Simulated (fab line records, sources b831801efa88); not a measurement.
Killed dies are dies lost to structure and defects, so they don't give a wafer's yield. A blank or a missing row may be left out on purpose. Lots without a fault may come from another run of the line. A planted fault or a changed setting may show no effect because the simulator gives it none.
A struck lot beside a sound one | flow gf180mcu | 18 steps out of a route of 602
Sound: wafers L596.1, L596.2, L596.4. Struck: wafer L609.4. (L609.1, L609.5 of the same lot were not struck and are left out.) The cause comes at the end.
At each step with rows: each side's tool, then ch and its chambers, then its first start. Under that, the readings that differ: sound wafers | struck wafers | difference of the means | sigmas: that difference in standard deviations of wafers without a fault.
alike: readings whose means differ by less than 2 such deviations, and words and numbers that are the same on both sides. not compared: withheld readings, readings that some wafer has no value for, bounds like >300 that may hide the same value, and numbers for which the record gives no deviation and whose values overlap.
The two part at a step that has a row with sigmas, a row that says differs or no value, or rows on one side only. Numbers that don't overlap but have no deviation are shown without sigmas and don't part them. A reading that every wafer of one side lacks parts them only if that side has two wafers or more.

first, 3 steps without rows for these wafers: GF_V4_EXPOSE_11 (exposes mask Via4, target cd 260 nm); GF_V4_PEB_12 (peb time 90 s); GF_V4_DEVELOP_13 (develop time 60 s).
GF_V4_CD_MEAS_14: target cd 260 nm.
  sound on cd_sem-02, day 25 17:29; struck on cd_sem-01, day 29 12:41
  alike: cd_nm
GF_V4_OVL_MEAS_15:
  sound on overlay-02, day 25 17:37; struck on overlay-02, day 29 12:48
  alike: V4_OVL
GF_V4_ETCH_16: etches BARC in N2/H2.
  sound on rie_diel-01 ch 0,2, day 25 17:38; struck on rie_diel-04 ch 0, day 29 12:50
  reading               | sound             | struck | difference | sigmas
  oes_product_au (a.u.) | 0.858 0.864 0.858 | 0.850  | -0.010     | -2
  alike: drypump_motor_current_A, h2_flow_sccm, throttle_valve_pct
GF_V4_ETCH_17: etches SiO2 in C4F8/O2/Ar, stops on TiN, target depth 630 nm.
  sound on rie_diel-01 ch 0,2; struck on rie_diel-04 ch 0
  alike: oes_product_au
GF_V4_STRIP_18: strips in O2/N2.
  sound on plasma_asher-02 ch 0,1, day 25 17:46; struck on plasma_asher-01 ch 1, day 29 12:58
  alike: drypump_motor_current_A, heater_power_w, oes_product_au, platen_temp_c
  not compared: rf_hours_counter_h
then, 3 steps without rows for these wafers: GF_V4_STRIP_19 (strips in post etch residue remover, time 1200 s); GF_V4_CLEAN_20 (cleans in DIW); GF_V4_SPUTTER_21 (material Ti, target thk 15 nm, time 80.02 s).
GF_V4_SPUTTER_22: material TiN, target thk 10 nm, time 40 s.
  sound on pvd_sputter-02, day 25 18:24; struck on pvd_sputter-04, day 29 13:42
  alike: throttle_valve_pct
GF_V4_CVD_23: deposits W, target thk 350 nm, time 104.9 s.
  sound on cvd_w-02 ch 0,1, day 25 18:26; struck on cvd_w-02 ch 0, day 29 13:44
  reading                          | sound             | struck | difference | sigmas
  model.W_of_V4_CVD_23.thk_nm (nm) | 348.8 348.2 347.8 | 588.3  | +240.0     |
  alike: heater_power_w
GF_V4_RS_MEAS_24: measures by four-point-probe.
  sound on film_metro-02, day 25 18:33; struck on film_metro-03, day 29 13:51
  reading          | sound             | struck | difference | sigmas
  V4_W_RS (ohm/sq) | 0.329 0.328 0.329 | 0.195  | -0.134     | -39
GF_V4_THK_MEAS_25: measures by xrf.
  sound on film_metro-02, day 25 18:40; struck on film_metro-03, day 29 13:58
  not compared: V4_W_THK
GF_V4_CMP_26: polishes, stops on SiO2, t overpolish 15 s, target thk 0 nm.
  sound on cmp-02 ch 0,1,2, day 25 18:44; struck on cmp-01 ch 3, day 29 14:05
  reading                | sound    | struck | difference | sigmas
  time_to_endpoint_s (s) | 81 83 81 | 149    | +67        | +19
  alike: motor_current_A, slurry_filter_dp_kPa
GF_MIM_SPUTTER_00: material Ti, target thk 37.5 nm, time 150 s.
  sound on pvd_sputter-03, day 25 19:02; struck on pvd_sputter-03, day 29 14:20
  alike: throttle_valve_pct
GF_PASSIVATION_PROBE_99:
  the record has rows for the sound wafers here (prober-01, day 30 06:38) and none for the struck ones

WHERE THEY PART
First at GF_V4_ETCH_16; last, within this record, at GF_PASSIVATION_PROBE_99.

WHY: what the simulator had put in
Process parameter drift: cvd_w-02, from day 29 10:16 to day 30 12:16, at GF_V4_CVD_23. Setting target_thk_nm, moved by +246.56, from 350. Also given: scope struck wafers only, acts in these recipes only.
